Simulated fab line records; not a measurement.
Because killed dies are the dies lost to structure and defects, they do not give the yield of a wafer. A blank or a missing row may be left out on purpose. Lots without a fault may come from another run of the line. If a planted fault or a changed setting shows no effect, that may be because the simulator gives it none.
Problem report, 8D (eight disciplines) form, completed by code / flow sky130 / the parts of the form that need people (team, actions taken, sign-off) are left out

== 1. THE ISSUE ==
At SKY_VT_ADJUST_NCORE_CD_MEAS_07, cdNm averages 396.2 nm over 3 wafers from 2 lots, while fault-free wafers read 380.4 nm, standard deviation 2.2. That puts it +7.2 standard deviations away from the usual mean.
The step: target cd 380 nm.
The first sign was on wafer L607.4 at day 10 21:43, on cdSem-02. At this step, 42 wafers from 14 lots have a number in the record. By rule, "out" or "out of limits" means more than 4 standard deviations away from the usual mean. The other wafers with a number count as sound.

== 2. WHAT THIS IS AND IS NOT ==
question=which readings at this step | is=cdNm | is not=-
question=which lots | is=L607, L610 | is not=L599, L600, L604, L606, L613, L614, L615, L617, L619, L620, L621, L622
question=which wafers of those lots | is=L607.4, L610.1, L610.6 | is not=L607.2, L607.3, L610.3
question=read on which gauges | is=cdSem-02 | is not=cdSem-01
question=when | is=from day 10 21:43 | is not=up to then (14 sound wafers); but 25 sound wafers of L610, L613, L614, L615, L617, L619, L620, L621, L622 came after

== 3. THE SUSPECTS, EACH WITH WHAT RULES IT OUT ==
Counting: a tool at a process step up to the reading stays a suspect if it ran every lot that is out. Sound lots after the first of them don't rule it out here, since some wafers of a struck lot are sound.
- the gauge at SKY_VT_ADJUST_NCORE_CD_MEAS_07: kept. All the wafers that are out were read on cdSem-02, and no step on other tools shows them out.
- lithoTrack-02 at SKY_VT_ADJUST_NCORE_DEVELOP_06 (develop time 60 s): kept. Every lot that is out went through it, the first being L607 (day 10 21:35); the last sound lot it ran before that was L604 (day 9 22:48).
The count leaves cdSem-02 at SKY_VT_ADJUST_NCORE_CD_MEAS_07 and lithoTrack-02 at SKY_VT_ADJUST_NCORE_DEVELOP_06.

== 4. THE CAUSE (what the simulator had put in) ==
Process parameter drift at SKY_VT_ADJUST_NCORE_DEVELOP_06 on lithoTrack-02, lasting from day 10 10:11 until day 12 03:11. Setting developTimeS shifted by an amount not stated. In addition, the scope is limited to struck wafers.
Counting left 2 suspects, and this tool is among them.

== 5. SEQUENCE OF EFFECTS, ordered by route ==
One row per reading whose mean, taken over the struck wafers that have a number, lies over 3 standard deviations from the usual. Scope: only readings with a usual standard deviation given in the record; hours: median across lots of the time from each lot's start at the first step in this table that gives one to its start at this step; sigmas: change in usual standard deviations.
hours=0; step=SKY_VT_ADJUST_NCORE_CD_MEAS_07; reading=cdNm; usual=380.4 nm; on struck wafers=396.2; change=+15.8; sigmas=+7.2

== 6. HOW IT WOULD HAVE BEEN CAUGHT EARLIER ==
In this record the first reading out of limits at a measuring or inspecting step was taken at day 10 21:43, 12 hours after the fault began at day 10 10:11.
L610, from the lots that are out (2), started SKY_VT_ADJUST_NCORE_DEVELOP_06 on lithoTrack-02 later than day 10 21:43. Holding the tool at that time would have saved it.
